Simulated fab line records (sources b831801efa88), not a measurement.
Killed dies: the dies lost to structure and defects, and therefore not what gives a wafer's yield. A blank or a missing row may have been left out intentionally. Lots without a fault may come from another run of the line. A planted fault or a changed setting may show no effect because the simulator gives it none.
A lot that was struck, set against a sound lot || flow gf180mcu || 18 out of 602 route steps
Sound: the wafers L726.1, L726.3, L726.4. Wafers struck: L743.1, L743.2, L743.3. The cause is named last.
At each step with rows: each side's tool, then ch and its chambers, then its first start. Under that, the readings that differ: sound wafers || struck wafers || difference of the means || sigmas: that difference in standard deviations of wafers without a fault.
alike: same words and numbers on both sides, and readings whose means sit less than 2 such deviations apart. not compared: any withheld reading, any reading some wafer has no value for, any bound like >300 that may hide the same value, and any number with overlapping values for which the record gives no deviation.
The two part at a step that has a row with sigmas, a row that says differs or no value, or rows on one side only. Numbers that have no deviation but don't overlap get no sigmas and don't part them. Lack of a reading on every wafer of one side parts them only where that side has two or more wafers.

first, 1 step without rows for these wafers: GF_STI_CVD_23 (deposits SiO2, target thk 650 nm, time 108.3 s).
GF_STI_THK_MEAS_24:
  sound: filmMetro-03 at day 2 18:47; struck: filmMetro-03 at day 6 09:59
  alike: STI_CVD_23_THK
GF_STI_CMP_25: polishes, stops on Si3N4, t overpolish 33 s, target thk 524.6 nm.
  sound on cmp-01 ch 1,2,3, day 2 18:50; struck on cmp-02 ch 0,1,2, day 6 10:02
  alike: motorCurrentA, overpolishRunS, retainingRingPressureFrac, timeToEndpointS
then, 4 steps without rows for these wafers: GF_STI_WET_ETCH_26 (etches SiO2 in dHF, target depth 94 nm, time 188 s); GF_STI_WET_ETCH_27 (etches Si3N4 in H3PO4, target depth 160 nm, time 1825 s); GF_STI_WET_ETCH_28 (etches SiO2 in dHF, target depth 20 nm, time 40 s); GF_STI_OXIDATION_29 (stabilise 600 s, purge 300 s, target thk 10 nm).
GF_STI_THK_MEAS_30:
  sound: filmMetro-03 at day 2 21:10; struck: filmMetro-02 at day 6 12:47
  alike: STI_OXIDATION_02_THK
then, 4 steps without rows for these wafers: GF_DNWELL_DEHYDRATE_00 (time 60 s); GF_DNWELL_HMDS_01 (prime time 60 s); GF_DNWELL_COAT_02 (resist thk 3000 nm); GF_DNWELL_SOFTBAKE_03.
GF_DNWELL_EXPOSE_04: exposes mask DNWELL, target cd 1700 nm.
  sound on ilineStepper-01 ch 0, day 3 03:50; struck on ilineStepper-02, day 6 20:08
  no value came back on the struck wafers for exposureDoseMJCm2, focusOffsetNm (nm), na; on the sound wafers exposureDoseMJCm2 reads 260.08 259.81 259.69
  alike: mask
then, 3 steps without rows for these wafers: GF_DNWELL_PEB_05; GF_DNWELL_DEVELOP_06 (develop time 60 s); GF_DNWELL_IMPLANT_07.
GF_DNWELL_STRIP_08: strips in O2/N2.
  sound on plasmaAsher-03 ch 0,1, day 3 10:26; struck on plasmaAsher-03 ch 0,1, day 7 04:02
  alike: drypumpMotorCurrentA, heaterPowerW, oesProductAu, stripTimeToEndpointS
  not compared: rfHoursCounterH
GF_DNWELL_TW_MEAS_09:
  sound: filmMetro-01 at day 3 10:32; struck: filmMetro-02 at day 7 04:22
{"reading": "DNWELL_TW", "sound": "1341 1346 1348", "struck": "31 31 31", "difference": -1314, "sigmas": -88}
  not compared: hold

WHERE THEY PART
Last at GF_DNWELL_TW_MEAS_09 as far as this record goes, first at GF_DNWELL_EXPOSE_04.

WHY: the cause the simulator had injected
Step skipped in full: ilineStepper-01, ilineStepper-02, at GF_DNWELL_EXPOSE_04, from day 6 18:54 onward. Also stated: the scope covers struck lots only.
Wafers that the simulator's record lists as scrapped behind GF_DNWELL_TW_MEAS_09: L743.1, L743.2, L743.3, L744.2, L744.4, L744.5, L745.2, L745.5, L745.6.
